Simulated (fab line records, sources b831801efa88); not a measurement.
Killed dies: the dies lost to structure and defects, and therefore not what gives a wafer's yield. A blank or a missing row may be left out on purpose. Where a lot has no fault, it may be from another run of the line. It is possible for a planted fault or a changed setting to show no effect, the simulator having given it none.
One fault seen from 2 desks | flow sky130 | what lay behind the numbers comes last; until then each desk has only its own

DESK OF THE TOOL OWNER: implanter-04
For each lot that ran on this tool, the mean over its sampled wafers that have a number, from the tool's own readings at SKY_PWDE_IMPLANT_08. A lot is out of limits, marked OUT, if its mean lies more than 4 standard deviations from the usual mean; the brackets give that distance.
Columns: A = dose_ions_cm2 at SKY_PWDE_IMPLANT_08, usual 3.6e+12; B = end_station_pressure_torr at SKY_PWDE_IMPLANT_08, usual 4.97e-06 Torr; C = faraday_current_uA at SKY_PWDE_IMPLANT_08, usual 20.3
lot  | first seen here | A                 | B        | C
L771 | day 4 13:04     | 3.6e+12           | 4.93e-06 | 19.9
L773 | day 4 18:11     | 3.6e+12           | 5.03e-06 | 20.4
L777 | day 5 17:29     | 3.9e+12 (+77) OUT | 5.15e-06 | 22.1 (+5.0) OUT
L778 | day 6 04:17     | 3.9e+12 (+76) OUT | 5.08e-06 | 22.2 (+5.4) OUT
L781 | day 6 15:02     | 3.9e+12 (+76) OUT | 5.11e-06 | 22.2 (+5.5) OUT
L789 | day 8 23:31     | 3.6e+12           | 4.97e-06 | 20.5
This desk finds L777, L778, L781 out of limits, L777 being first, at day 5 17:29 (dose_ions_cm2 at SKY_PWDE_IMPLANT_08). Within limits: L771, L773, L789.

METROLOGY DESK
Means of the sampled wafers that have a number, per lot and without regard to the tool the lot ran on: this is what the gauges read. A lot is out of limits, marked OUT, if its mean lies more than 4 standard deviations from the usual mean; the brackets give that distance.
Columns: A = FIELD_ISO_CVD_24_THK at SKY_FIELD_ISO_THK_MEAS_25, usual 594 nm; B = PWDE_TW at SKY_PWDE_TW_MEAS_10, usual 367.8; C = PWDE_RS at SKY_NWELL_RS_MEAS_31, usual 5278 ohm/sq; D = VT_ADJUST_LVTN_2_TW at SKY_VT_ADJUST_LVTN_TW_MEAS_21, usual 188.0
lot  | first seen here | A   | B     | C              | D
L770 | day 2 12:32     | 588 | 366.4 | 5279           | 190.4
L771 | day 2 21:00     | 596 | 369.7 | 5286           | 186.5
L773 | day 3 03:43     | 592 | 368.6 | 5266           | 186.8
L777 | day 4 01:17     | 595 | 376.0 | 4951 (-17) OUT | 189.6
L778 | day 4 09:46     | 594 | 377.7 | 4952 (-17) OUT | 187.2
L781 | day 4 22:27     | 589 | 374.5 | 4983 (-16) OUT | 186.7
L785 | day 5 19:17     | 603 | 372.1 | 5265           | 185.7
L788 | day 6 22:13     | 588 | 366.5 | 5303           | 190.5
L790 | day 6 22:56     | 591 | 363.5 | 5301           | 186.6
L789 | day 6 23:00     | 591 | 369.7 | 5287           | 190.5
L791 | day 7 08:02     | 587 | 370.6 | 5250           | 186.3
Finding of this desk: L777, L778, L781 out of limits, first seen on L777 at day 7 07:44 (PWDE_RS at SKY_NWELL_RS_MEAS_31). Within limits: L770, L771, L773, L785, L788, L790, L789, L791.

ALL TOGETHER
At day 5 17:29, on L777, L778, L781, the tool owner's desk was in a position to raise an alarm.
At day 7 07:44 the metrology desk could have sounded an alarm, on L777, L778, L781.
The lots listed all ran SKY_PWDE_IMPLANT_08 on implanter-04.

WHAT THE SIMULATOR HAD PUT IN
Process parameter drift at SKY_PWDE_IMPLANT_08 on implanter-04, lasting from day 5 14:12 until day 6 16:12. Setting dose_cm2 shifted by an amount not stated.
Struck lots among those shown: L777, L778, L781.
Hours from the fault's start to each desk's first reading out of limits: the tool owner's desk, 3; the metrology desk, 42.
